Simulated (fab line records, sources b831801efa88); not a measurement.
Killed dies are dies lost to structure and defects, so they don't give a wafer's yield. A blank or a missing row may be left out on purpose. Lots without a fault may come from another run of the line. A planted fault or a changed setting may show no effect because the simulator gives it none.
fab line records | flow gf180mcu
record lots=14 wafers=42 last_day=34
route steps=602 shown HV_LDD@199 SALICIDE@284
lots that met no fault: from a run of the same line without faults
start_h: hours from the record's first day to the start of the lot's first wafer shown | wait_h: hours since the lot's step before | " the same as in the row above | L1.1+2: a row that stands for several wafers | - no value, or no start given | * or withheld: withheld | < > ~ a bound
route shown NAME@n: a module of which the file shows steps, and the number in the route of the first | usual: mean/standard deviation of fault-free wafers | same: alike in all rows | chamber/n: place in a boat | sites: the reading at each site | _std_site: their standard deviation | _edge_site: outer sites' mean less inner sites' | radius_mm: how far each site lies from the wafer's centre | mask NAME#n: copy n | behind: the tool/chamber that last shaped the wafer | hold: why the lot was held/for how many hours/how that ended | device: the transistor (n, p or np) that didn't switch | end of line: the same wafers' tests at the end of the route | a step without rows: its recipe alone | killed: dies lost to structure and defects at the first sort, not the wafer's yield | map: a wafer's dies, x killed, . not, _ none there
set.NAME: the setting as run; set.NAME@STEP: as run at that earlier step | model.NAME: the simulator's own value behind a step, which no gauge read
steps of the route over a sample of lots; a table a step, a row a wafer
services: from which hour (start_h, from the record's first day; less than 0 if before it) a tool's chamber was out of use, for how many hours, and why
## steps
# step GF_HV_LDD_TW_MEAS_23
# usual HV_LDD_2_TW=1053/6.3
# columns lot.wafer tool chamber start_h wait_h HV_LDD_2_TW
L790.2 film_metro-03 - 234.60 0.1 1048
L790.4 " - " " 1042
L790.6 " - " " 1044
L791.2 film_metro-02 - 242.66 0.1 1054
L791.4 " - " " 1054
L791.6 " - " " 1052
L792.3 film_metro-02 - 250.66 0.1 1060
L792.4 " - " " 1053
L792.6 " - " " 1049
L793.1 film_metro-02 - 257.66 0.1 1048
L793.2 " - " " 1052
L793.5 " - " " 1052
L794.2 film_metro-04 - 273.60 0.1 1065
L794.3 " - " " 1065
L794.5 " - " " 1065
L795.1 film_metro-03 - 273.87 0.1 1049
L795.2 " - " " 1040
L795.3 " - " " 1046
L798.1 film_metro-03 - 305.31 0.1 1042
L798.2 " - " " 1053
L798.4 " - " " 1044
L797.1 film_metro-02 - 305.45 0.1 1057
L797.3 " - " " 1058
L797.5 " - " " 1057
L805.1 film_metro-03 - 353.52 0.1 1048
L805.2 " - " " 1054
L805.5 " - " " 1048
L806.2 film_metro-02 - 367.79 0.1 1050
L806.5 " - " " 1049
L806.6 " - " " 1042
L807.2 film_metro-02 - 369.32 0.1 1046
L807.4 " - " " 1043
L807.6 " - " " 1052
L809.2 film_metro-03 - 381.79 0.1 1047
L809.3 " - " " 1046
L809.6 " - " " 1047
L812.3 film_metro-02 - 409.78 0.1 1058
L812.5 " - " " 1060
L812.6 " - " " 1053
L813.3 film_metro-02 - 412.23 0.1 1052
L813.5 " - " " 1058
L813.6 " - " " 1053
# step GF_HV_LDD_EXPOSE_43
# recipe mask_id=Pplus_HV_AREA target_cd_nm=400 na=0.6 source_shape=conventional sigma_outer=0.6 dose_mj=140
# columns lot.wafer tool chamber start_h wait_h mask
L790.2+4+6 iline_stepper-01 0 262.02 - Pplus_HV_AREA#0
L791.2+4+6 iline_stepper-02 0 271.15 - Pplus_HV_AREA#0
L792.3+4+6 iline_stepper-02 0 278.67 - Pplus_HV_AREA#0
L793.1+2+5 iline_stepper-01 0 284.90 - Pplus_HV_AREA#0
L794.2+3+5 iline_stepper-02 0 303.67 - Pplus_HV_AREA#0
L795.1+2+3 iline_stepper-02 0 303.96 - Pplus_HV_AREA#0
L798.1+2+4 iline_stepper-02 0 337.72 - Pplus_HV_AREA#0
L797.1+3+5 iline_stepper-01 0 337.96 - Pplus_HV_AREA#0
L805.1+2+5 iline_stepper-02 0 387.80 - Pplus_HV_AREA#0
L806.2+5+6 iline_stepper-02 0 402.36 - Pplus_HV_AREA#0
L807.2+4+6 iline_stepper-02 0 405.98 - Pplus_HV_AREA#0
L809.2+3+6 iline_stepper-01 0 417.82 - Pplus_HV_AREA#0
L812.3+5+6 iline_stepper-01 0 447.11 - Pplus_HV_AREA#0
L813.3+5+6 iline_stepper-01 0 449.35 - Pplus_HV_AREA#0
# step GF_HV_LDD_OVL_MEAS_47
# usual HV_LDD_03_OVL=-0.3/1.2
# columns lot.wafer tool chamber start_h wait_h HV_LDD_03_OVL[nm]
L790.2 overlay-01 - 271.07 0.1 -1.3
L790.4 " - " " -0.5
L790.6 " - " " 0.2
L791.2 overlay-01 - 279.93 0.1 0.6
L791.4 " - " " -0.1
L791.6 " - " " 0.3
L792.3 overlay-02 - 287.99 0.1 -0.6
L792.4 " - " " 0.3
L792.6 " - " " -0.9
L793.1 overlay-02 - 294.37 0.1 0.5
L793.2 " - " " 0.5
L793.5 " - " " -1.0
L794.2 overlay-02 - 313.93 0.1 -1.6
L794.3 " - " " 0.0
L794.5 " - " " 0.0
L795.1 overlay-01 - 314.10 0.1 0.5
L795.2 " - " " -0.7
L795.3 " - " " 1.2
L798.1 overlay-02 - 348.28 0.1 -0.4
L798.2 " - " " 0.8
L798.4 " - " " 0.4
L797.1 overlay-02 - 348.58 0.1 -1.7
L797.3 " - " " -0.5
L797.5 " - " " -1.5
L805.1 overlay-02 - 399.47 0.1 0.0
L805.2 " - " " 1.1
L805.5 " - " " 0.3
L806.2 overlay-02 - 413.95 0.1 -77.8
L806.5 " - " " -78.1
L806.6 " - " " -78.1
L807.2 overlay-02 - 418.10 0.1 -75.2
L807.4 " - " " -76.8
L807.6 " - " " -75.8
L809.2 overlay-02 - 429.80 0.1 -1.2
L809.3 " - " " -1.0
L809.6 " - " " -2.1
L812.3 overlay-02 - 459.23 0.1 -0.6
L812.5 " - " " -0.7
L812.6 " - " " 0.0
L813.3 overlay-02 - 461.26 0.1 -1.5
L813.5 " - " " -1.7
L813.6 " - " " -0.2
# step GF_HV_LDD_THK_MEAS_55
# recipe reads=SiO2_of_HV_LDD_CVD_54
# usual HV_LDD_CVD_54_THK=9.93/0.14
# columns lot.wafer tool chamber start_h wait_h HV_LDD_CVD_54_THK[nm]
L790.2 film_metro-02 - 272.68 0.0 10.04
L790.4 " - " " 9.98
L790.6 " - " " 10.08
L791.2 film_metro-03 - 282.04 0.0 9.92
L791.4 " - " " 10.02
L791.6 " - " " 10.01
L792.3 film_metro-02 - 289.60 0.0 9.92
L792.4 " - " " 9.97
L792.6 " - " " 10.01
L793.1 film_metro-02 - 295.97 0.0 10.11
L793.2 " - " " 10.15
L793.5 " - " " 10.19
L794.2 film_metro-03 - 315.69 0.0 9.95
L794.3 " - " " 9.96
L794.5 " - " " 10.00
L795.1 film_metro-04 - 315.83 0.0 9.99
L795.2 " - " " 9.96
L795.3 " - " " 10.01
L798.1 film_metro-04 - 349.88 0.0 9.73
L798.2 " - " " 9.78
L798.4 " - " " 9.69
L797.1 film_metro-03 - 350.18 0.0 9.98
L797.3 " - " " 10.03
L797.5 " - " " 9.89
L805.1 film_metro-03 - 401.07 0.0 9.78
L805.2 " - " " 9.81
L805.5 " - " " 9.74
L806.2 film_metro-04 - 415.56 0.0 9.88
L806.5 " - " " 9.86
L806.6 " - " " 9.77
L807.2 film_metro-03 - 419.71 0.0 10.04
L807.4 " - " " 9.90
L807.6 " - " " 10.02
L809.2 film_metro-02 - 431.41 0.0 10.02
L809.3 " - " " 10.06
L809.6 " - " " 10.18
L812.3 film_metro-03 - 460.84 0.0 9.70
L812.5 " - " " 9.74
L812.6 " - " " 9.75
L813.3 film_metro-02 - 462.87 0.0 10.00
L813.5 " - " " 10.00
L813.6 " - " " 10.06
# step GF_SALICIDE_RTA_06
# recipe temp_c=530 time_s=30 ambient=N2
# usual lamp_power_pct=6.1/0.36 wafer_temp_C_max=531.6/0.36
# same time_s=30
# columns lot.wafer tool chamber start_h wait_h lamp_power_pct wafer_temp_C_max
L790.2 rtp_anneal-01 0 337.60 0.1 6.5 532.3
L790.4 " 0 " " 6.5 531.5
L790.6 " 0 " " 6.5 531.9
L791.2 rtp_anneal-01 0 348.27 0.1 6.5 531.7
L791.4 " 0 " " 6.5 531.4
L791.6 " 0 " " 6.5 531.6
L792.3 rtp_anneal-02 0 357.25 0.1 5.8 531.6
L792.4 " 0 " " 5.8 531.5
L792.6 " 0 " " 5.8 531.7
L793.1 rtp_anneal-02 0 362.23 0.1 5.8 532.0
L793.2 " 0 " " 5.8 531.3
L793.5 " 0 " " 5.8 531.7
L794.2 rtp_anneal-02 0 383.28 0.1 5.8 531.6
L794.3 " 0 " " 5.8 531.5
L794.5 " 0 " " 5.8 531.4
L795.1 rtp_anneal-02 0 384.81 0.1 5.8 531.3
L795.2 " 0 " " 5.8 531.7
L795.3 " 0 " " 5.8 532.0
L798.1 rtp_anneal-01 0 422.07 0.1 6.5 531.0
L798.2 " 0 " " 6.5 531.7
L798.4 " 0 " " 6.5 531.9
L797.1 rtp_anneal-01 0 422.65 0.1 6.5 531.1
L797.3 " 0 " " 6.5 531.7
L797.5 " 0 " " 6.5 531.9
L805.1 rtp_anneal-01 0 477.06 0.1 6.5 532.2
L805.2 " 0 " " 6.5 532.1
L805.5 " 0 " " 6.5 532.0
L806.2 rtp_anneal-01 0 490.70 0.1 6.5 531.3
L806.5 " 0 " " 6.5 531.5
L806.6 " 0 " " 6.5 531.4
L807.2 rtp_anneal-02 0 496.07 0.1 5.8 531.0
L807.4 " 0 " " 5.8 531.6
L807.6 " 0 " " 5.8 532.0
L809.2 rtp_anneal-01 0 506.68 0.1 6.5 531.5
L809.3 " 0 " " 6.5 531.9
L809.6 " 0 " " 6.5 531.2
L812.3 rtp_anneal-01 0 534.29 0.1 6.5 532.0
L812.5 " 0 " " 6.5 531.8
L812.6 " 0 " " 6.5 531.9
L813.3 rtp_anneal-02 0 537.87 0.1 5.8 532.2
L813.5 " 0 " " 5.8 532.0
L813.6 " 0 " " 5.8 531.1
## services
# columns tool chamber start_h hours kind
rtp_anneal-02 - 270.11 68.1 pm
iline_stepper-02 - 290.60 1.7 pm
iline_stepper-02 - 301.41 0.7 repair
iline_stepper-02 - 344.11 2.1 pm
iline_stepper-02 - 346.20 - consumable_replace:lamp
iline_stepper-01 - 382.70 8.9 pm
iline_stepper-01 - 398.45 4.0 repair
iline_stepper-01 - 409.50 2.0 repair
iline_stepper-01 - 451.82 1.7 pm
iline_stepper-02 - 508.78 1.7 pm
iline_stepper-01 - 535.26 4.4 pm
## key
first_sign step=GF_HV_LDD_OVL_MEAS_47 reading=HV_LDD_03_OVL direction=down sigmas=62 usual=-0.3 struck=-77.0
effect none on later readings
met_at GF_HV_LDD_EXPOSE_43
struck_lots L806,L807
tester_left_out L806,L807
not_acting_at GF_HV_LDD_TW_MEAS_23,GF_HV_LDD_THK_MEAS_55,GF_SALICIDE_RTA_06
onset_between 387.80 402.36
fault kind=scanner_matching_overlay tool=iline_stepper-02 chamber=- onset_h=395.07 steps=GF_HV_LDD_EXPOSE_43 offset=-77.141
# tester_left_out: of these lots the tester's yield and bins aren't shown, on N5 and GAA mostly nor the transistor test; their killed dies are dies lost to structure and defects alone, not to doping, threshold or leakage, so they don't give the yield
